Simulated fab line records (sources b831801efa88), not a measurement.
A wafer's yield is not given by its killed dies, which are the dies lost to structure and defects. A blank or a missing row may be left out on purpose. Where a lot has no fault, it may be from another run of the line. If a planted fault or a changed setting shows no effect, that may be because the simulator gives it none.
Matching of chambers ; flow sky130 ; SKY_LI_CONTACT_CMP_02 on cmp-01 has 4 sister chambers
The step polishes PSG. 14 wafers are shown with their chamber, then 7 later ones without.

EACH WAFER AND ITS CHAMBER
wafer;chamber;motorCurrentA (A);timeToEndpointS (s);slurryFlowMlMin
L826.4;1;14.2;31.2;149.9
L826.5;1;13.6;31.5;150.2
L826.6;0;13.5;27.1;149.4
L828.2;1;13.8;33.4;150.3
L828.3;3;12.7;34.2;150.0
L828.5;3;12.3;33.9;149.6
L829.2;3;12.7;35.6;150.0
L829.5;1;14.8;35.0;149.8
L829.6;0;13.4;33.0;149.6
L835.2;1;14.3;32.2;150.5
L835.3;0;13.2;29.1;150.4
L835.4;2;11.6;32.5;150.0
L837.1;2;12.3;33.3;149.8
L837.4;0;13.0;33.5;150.5

SIGNATURES (averages over the wafers above)
reading;chamber 0;chamber 1;chamber 2;chamber 3;scatter within a chamber
motorCurrentA;13.275;14.140;11.950;12.567;0.37
timeToEndpointS;30.675;32.660;32.900;34.567;2.01
slurryFlowMlMin;149.975;150.140;149.900;149.867;0.372
Rule: distance of a wafer from a chamber = root of the sum over the readings of ((wafer's reading minus chamber's mean) / reading's scatter) squared. The wafer belongs to the nearest chamber; if the next one is less than 2 further off, it can't be placed. How the scatter is found: for the shown wafers, subtract from each reading the mean of its chamber, square and add these, divide the total by (wafers less chambers), then take the root.

WAFERS WITH NO CHAMBER GIVEN
wafer;motorCurrentA (A);timeToEndpointS (s);slurryFlowMlMin
L837.5;14.0;33.3;149.7
L839.2;13.6;31.7;149.7
L839.3;12.5;33.6;150.0
L839.6;11.7;35.3;149.7
L848.2;12.8;31.6;149.3
L848.4;12.9;31.8;150.3
L848.5;14.9;33.0;150.0

WHICH CHAMBER EACH WENT THROUGH
wafer;from the rows above;in truth
L837.5;can't be placed: 1 or 0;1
L839.2;can't be placed: 0 or 1 or 3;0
L839.3;can't be placed: 3 or 2 or 0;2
L839.6;can't be placed: 2 or 3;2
L848.2;can't be placed: 3 or 0 or 2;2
L848.4;can't be placed: 0 or 3 or 2 or 1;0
L848.5;1;1
1 of 7 placed correctly. These rows do not allow placing 6 (true chamber among the candidates in 6). 0 placed wrongly.
